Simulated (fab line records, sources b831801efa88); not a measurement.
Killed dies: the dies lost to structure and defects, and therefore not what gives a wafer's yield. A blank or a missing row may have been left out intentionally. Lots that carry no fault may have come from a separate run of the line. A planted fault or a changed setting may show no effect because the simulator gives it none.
Comparing a struck lot with a sound one || flow gf180mcu || 14 out of 602 route steps
Sound: these wafers, L405.1, L405.5, L405.6. Struck: wafers L410.1, L410.2, L410.3. The cause comes at the end.
At each step with rows: each side's tool, then ch and its chambers, then its first start. Under that, the readings that differ: sound wafers || struck wafers || difference of the means || sigmas: that difference in standard deviations of wafers without a fault.
alike: same words and numbers on both sides, and readings whose means sit less than 2 such deviations apart. not compared: any withheld reading, any reading some wafer has no value for, any bound like >300 that may hide the same value, and any number with overlapping values for which the record gives no deviation.
The two part at a step that has a row with sigmas, a row that says differs or no value, or rows on one side only. Numbers that have no deviation but don't overlap get no sigmas and don't part them. A reading that every wafer of one side lacks parts them only if that side has two wafers or more.

first, 4 steps without rows for these wafers: GF_V5_DEHYDRATE_06 (time 60 s); GF_V5_HMDS_07 (prime time 60 s); GF_V5_COAT_08; GF_V5_COAT_09 (resist thk 1000 nm).
GF_V5_SOFTBAKE_10: time 62.88 s.
  sound on litho-track-01 ch 0; struck on litho-track-03 ch 0
  alike: chill-plate-temp-C, plate-sensor-t-centre-C, plate-sensor-t-edge-C, softbake-temp-c
then, 3 steps without rows for these wafers: GF_V5_EXPOSE_11 (exposes mask Via5, target cd 260 nm); GF_V5_PEB_12 (peb time 90 s); GF_V5_DEVELOP_13 (develop time 60 s).
GF_V5_CD_MEAS_14: target cd 260 nm.
  sound: cd-sem-02 at day 28 15:19; struck: cd-sem-01 at day 30 12:55
  alike: cd-nm
GF_V5_OVL_MEAS_15:
  sound: overlay-02 at day 28 15:26; struck: overlay-02 at day 30 13:02
  alike: V5_OVL
GF_V5_ETCH_16: etches BARC in N2/H2.
  sound on rie-diel-03 ch 0,1, day 28 15:28; struck on rie-diel-04 ch 0,2,3, day 30 13:04
  alike: drypump-motor-current-A, n2-flow-sccm, oes-product-au, throttle-valve-pct
GF_V5_ETCH_17: etches SiO2 in C4F8/O2/Ar, stops on TiN, target depth 855 nm.
  sound on rie-diel-03 ch 0,1; struck on rie-diel-04 ch 0,2,3
  alike: oes-product-au
GF_V5_STRIP_18: strips in O2/N2.
  sound on plasma-asher-03 ch 0,1, day 28 15:38; struck on plasma-asher-02 ch 0,1, day 30 13:14
  no value came back on the struck wafers for any of 5 readings (chamber-pressure-mTorr (mTorr), drypump-motor-current-A (A) and others); on the sound wafers chamber-pressure-mTorr (mTorr) reads 1501.6 1499.8 1500.4
  not compared: rf-hours-counter-h
then, 1 step without rows for these wafers: GF_V5_STRIP_19 (strips in post etch residue remover, time 1200 s).

WHERE THEY PART
Within this record, at GF_V5_STRIP_18 only.

WHY: the cause the simulator had injected
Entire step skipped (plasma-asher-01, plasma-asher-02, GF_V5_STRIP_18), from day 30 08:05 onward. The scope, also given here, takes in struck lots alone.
